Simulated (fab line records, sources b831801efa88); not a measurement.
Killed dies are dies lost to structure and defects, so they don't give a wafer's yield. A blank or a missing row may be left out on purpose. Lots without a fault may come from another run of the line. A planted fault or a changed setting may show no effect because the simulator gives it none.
One fault seen from 2 desks | flow sky130 | each desk has only its own numbers; what lay behind them comes last

THE METROLOGY DESK
What the gauges read, lot by lot, whatever tool the lot ran on: means of the sampled wafers that have a number. A lot is out of limits, marked OUT, if its mean lies more than 4 standard deviations from the usual mean; the brackets give that distance.
Columns: A = cd_nm at SKY_POLY_CUT_CD_MEAS_08, usual 270.1 nm; B = POLY_CUT_OVL at SKY_POLY_CUT_OVL_MEAS_09, usual 2 nm
lot  | first seen here | A     | B
L959 | day 24 04:54    | 271.4 | 5
L961 | day 25 06:07    | 268.3 | 6
L962 | day 25 17:34    | 270.0 | -1
L964 | day 26 01:32    | 271.2 | -6
L965 | day 26 17:20    | 268.1 | -2
L966 | day 27 06:26    | 270.3 | -3
L968 | day 28 05:25    | 270.2 | 1
L973 | day 30 06:50    | 269.7 | 1
L975 | day 31 00:55    | 269.4 | 1
L976 | day 31 01:29    | 271.6 | -3
L978 | day 31 09:45    | 270.5 | 6
L979 | day 31 21:08    | 268.3 | 7
L980 | day 32 03:42    | 270.6 | -3
This desk's finding: nothing out of limits on any of the 13 lots.

THE TOOL OWNER'S DESK: implanter-01
The tool's own readings at SKY_LDD_LDN_IMPLANT_11: means of the sampled wafers that have a number, for each lot that ran on this tool. A lot is out of limits, marked OUT, if its mean lies more than 4 standard deviations from the usual mean; the brackets give that distance.
Columns: A = dose_ions_cm2 at SKY_LDD_LDN_IMPLANT_11, usual 1.25e+13; B = faraday_current_uA at SKY_LDD_LDN_IMPLANT_11, usual 70.5
lot  | first seen here | A                  | B
L961 | day 23 23:30    | 1.25e+13           | 69.8
L962 | day 24 10:25    | 1.25e+13           | 70.0
L964 | day 24 18:07    | 1.25e+13           | 70.8
L965 | day 25 09:44    | 1.16e+13 (-67) OUT | 65.1 (-4.2) OUT
L968 | day 26 22:56    | 1.16e+13 (-67) OUT | 66.2
L978 | day 30 03:10    | 1.25e+13           | 71.4
This desk's finding: out of limits on L965, L968; first on L965, day 25 09:44 (dose_ions_cm2 at SKY_LDD_LDN_IMPLANT_11). In limits: L961, L962, L964, L978.

PUT TOGETHER
The tool owner's desk could have raised an alarm at day 25 09:44, on L965, L968.
The metrology desk saw nothing out of limits.
The metrology desk has L965, L968 on record, within its limits.
Of the lots named, all ran SKY_LDD_LDN_IMPLANT_11 on implanter-01.

WHAT THE SIMULATOR HAD PUT IN
Process parameter drift: implanter-01, from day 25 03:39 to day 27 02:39, at SKY_LDD_LDN_IMPLANT_11. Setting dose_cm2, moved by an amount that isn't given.
Lots struck among those shown: L965, L968.
Hours from the fault's start to each desk's first reading out of limits: the tool owner's desk, 6.
